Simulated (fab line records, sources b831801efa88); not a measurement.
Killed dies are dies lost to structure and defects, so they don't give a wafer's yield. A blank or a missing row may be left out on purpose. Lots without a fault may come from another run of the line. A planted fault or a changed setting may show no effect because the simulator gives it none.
Chamber matching | flow gf180mcu | GF_V3_CMP_04 on cmp-01: 4 sister chambers
The step polishes SiO2. 8 wafers are shown with their chamber, then 7 later ones without.

WAFERS WITH THEIR CHAMBER
wafer  | chamber | motor_current_A (A) | platen_rpm (rpm)
L403.5 | 0       | 10.9                | 59.92
L409.2 | 2       | 11.7                | 59.98
L409.4 | 3       | 13.0                | 60.03
L417.1 | 3       | 12.5                | 60.03
L417.2 | 0       | 11.6                | 60.06
L417.5 | 1       | 11.6                | 60.03
L420.3 | 2       | 11.6                | 60.02
L420.4 | 1       | 11.6                | 59.97

WAFERS WITHOUT THEIR CHAMBER
wafer  | motor_current_A (A) | platen_rpm (rpm)
L420.6 | 13.1                | 59.96
L422.1 | 11.4                | 60.02
L422.2 | 12.2                | 60.04
L422.4 | 11.5                | 59.99
L426.2 | 12.7                | 60.01
L426.5 | 12.0                | 59.99
L426.6 | 11.8                | 60.01

WHICH CHAMBER EACH WENT THROUGH
wafer  | from the rows above               | in truth
L420.6 | 3                                 | 3
L422.1 | can't be placed: 0 or 1 or 2      | 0
L422.2 | can't be placed: 3 or 2 or 1 or 0 | 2
L422.4 | can't be placed: 1 or 2 or 0      | 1
L426.2 | 3                                 | 3
L426.5 | can't be placed: 2 or 1 or 0 or 3 | 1
L426.6 | can't be placed: 2 or 1 or 0      | 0
Placed correctly: 2 of 7. Can't be placed from these rows: 5 (the true chamber is among the candidates in 5). Placed wrongly: 0.
How it was worked out, from the rows above alone: a wafer's distance from a chamber is the root of the sum, over the readings, of the square of ((its reading less the chamber's mean) divided by the reading's scatter). The wafer belongs to the nearest chamber; if the next one is less than 2 further off, it can't be placed. A chamber's mean is the mean of its shown wafers. The scatter: the root of (the sum of the squares of (reading less its chamber's mean) over the shown wafers, divided by (wafers less chambers)).
